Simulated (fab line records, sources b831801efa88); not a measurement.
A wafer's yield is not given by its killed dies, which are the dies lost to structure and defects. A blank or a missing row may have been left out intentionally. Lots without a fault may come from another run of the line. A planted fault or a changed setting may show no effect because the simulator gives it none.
Comparing a struck lot with a sound one | flow gf180mcu | 19 steps out of a route of 602
Sound: wafers L788.1, L788.3, L788.4. Struck: wafer L796.2 (L796.1, L796.5, from the same lot, were not struck and are left out); the cause is given at the end.
For every step that has rows: the tool of each side, followed by ch and its chambers, followed by its first start. Under that, the readings that differ: sound wafers | struck wafers | difference of the means | sigmas: that difference in standard deviations of wafers without a fault.
alike: a reading whose means differ by less than 2 such deviations, as well as words and numbers matching on both sides. not compared: withheld readings; readings where some wafer has no value; bounds like >300 that might hide an equal value; numbers whose values overlap and for which the record gives no deviation.
The two part at a step that has a row with sigmas, a row that says differs or no value, or rows on one side only. Numbers that have no deviation but don't overlap get no sigmas and don't part them. A reading that every wafer of one side lacks parts them only if that side has two wafers or more.

GF_PSD_STRIP_10: strips in O2/N2.
  sound on plasma-asher-01 ch 0,1, day 16 20:50; struck on plasma-asher-04 ch 0, day 19 14:25
  alike: drypump-motor-current-A, heater-power-w, oes-product-au, strip-time-to-endpoint-s
  not compared: rf-hours-counter-h
GF_PSD_TW_MEAS_11:
  sound on film-metro-01, day 16 20:57; struck on film-metro-01, day 19 14:31
  alike: PSD_TW
then, 1 step without rows for these wafers: GF_PSD_CLEAN_12 (cleans in SC1/SC2, time 150 s).
GF_PSD_RTA_13: time 20 s.
  sound on rtp-anneal-01 ch 0, day 16 21:05; struck on rtp-anneal-02 ch 0, day 19 14:37
  reading            | sound          | struck | difference | sigmas
  lamp-power-pct (%) | 33.0 33.0 33.0 | 34.2   | +1.2       | +2
  alike: chamber-o2-ppm, wafer_temp_C_max
GF_PSD_RS_MEAS_14: uses a four-point probe to measure.
  sound on film-metro-02, day 16 21:11; struck on film-metro-04, day 19 14:42
  alike: NSD_RS
GF_PSD_RS_MEAS_15: uses a four-point probe to measure.
  sound on film-metro-02, day 16 21:18; struck on film-metro-04, day 19 14:49
  alike: PSD_RS
GF_SAB_CVD_00: deposits SiO2 from TEOS, target thk 50 nm, time 4.9302 s.
  sound on pecvd-02 ch 0,1, day 16 21:25; struck on pecvd-03 ch 2, day 19 14:56
  alike: heater-power-w
  not compared: since-wet-clean-h
GF_SAB_THK_MEAS_01:
  sound on film-metro-03, day 16 21:26; struck on film-metro-03, day 19 14:58
  alike: SAB_CVD_00_THK
then, 4 steps without rows for these wafers: GF_SAB_DEHYDRATE_02 (time 60 s); GF_SAB_HMDS_03 (prime time 60 s); GF_SAB_COAT_04 (resist thk 1000 nm); GF_SAB_SOFTBAKE_05 (time 60 s).
GF_SAB_EXPOSE_06: exposes mask SAB, target cd 420 nm.
  sound on iline-stepper-02 ch 0, day 17 09:01; struck on iline-stepper-02 ch 0, day 20 02:47
  reading               | sound                | struck | difference | sigmas
  stage-vel-mm-s (mm/s) | 499.84 499.56 500.03 | 500.64 | +0.83      | +3
  alike: mask, reticle-temp-C
then, 2 steps without rows for these wafers: GF_SAB_PEB_07; GF_SAB_DEVELOP_08 (develop time 60 s).
GF_SAB_CD_MEAS_09 targets a cd of 420 nm.
  sound on cd-sem-02, day 17 20:38; struck on cd-sem-01, day 20 14:56
  reading    | sound             | struck | difference | sigmas
  cd-nm (nm) | 418.9 420.4 419.2 | 265.4  | -154.1     | -77
GF_SAB_OVL_MEAS_10:
  sound on overlay-01, day 17 20:46; struck on overlay-02, day 20 15:04
  alike: SAB_OVL
GF_SAB_ETCH_11: etches SiO2 in C4F8/O2/Ar, target depth 55 nm, time 8.5 s.
  sound on rie-diel-03 ch 0,2,3, day 17 20:47; struck on rie-diel-02 ch 3, day 20 15:06
  reading              | sound             | struck | difference | sigmas
  model.SAB.cd-nm (nm) | 419.1 420.7 418.6 | 265    | -154       |
  alike: oes-product-au
  not compared: rf-hours-counter-h
then, 1 step without rows for these wafers: GF_SAB_WET_ETCH_12 (etches SiO2 in dHF, target depth 22 nm, time 440 s).

## WHERE THEY PART
Last at GF_SAB_CD_MEAS_09 as far as this record goes, first at GF_PSD_RTA_13. Later steps at which nothing parts them and some readings are alike: GF_SAB_OVL_MEAS_10, GF_SAB_ETCH_11.

WHY: the cause the simulator had injected
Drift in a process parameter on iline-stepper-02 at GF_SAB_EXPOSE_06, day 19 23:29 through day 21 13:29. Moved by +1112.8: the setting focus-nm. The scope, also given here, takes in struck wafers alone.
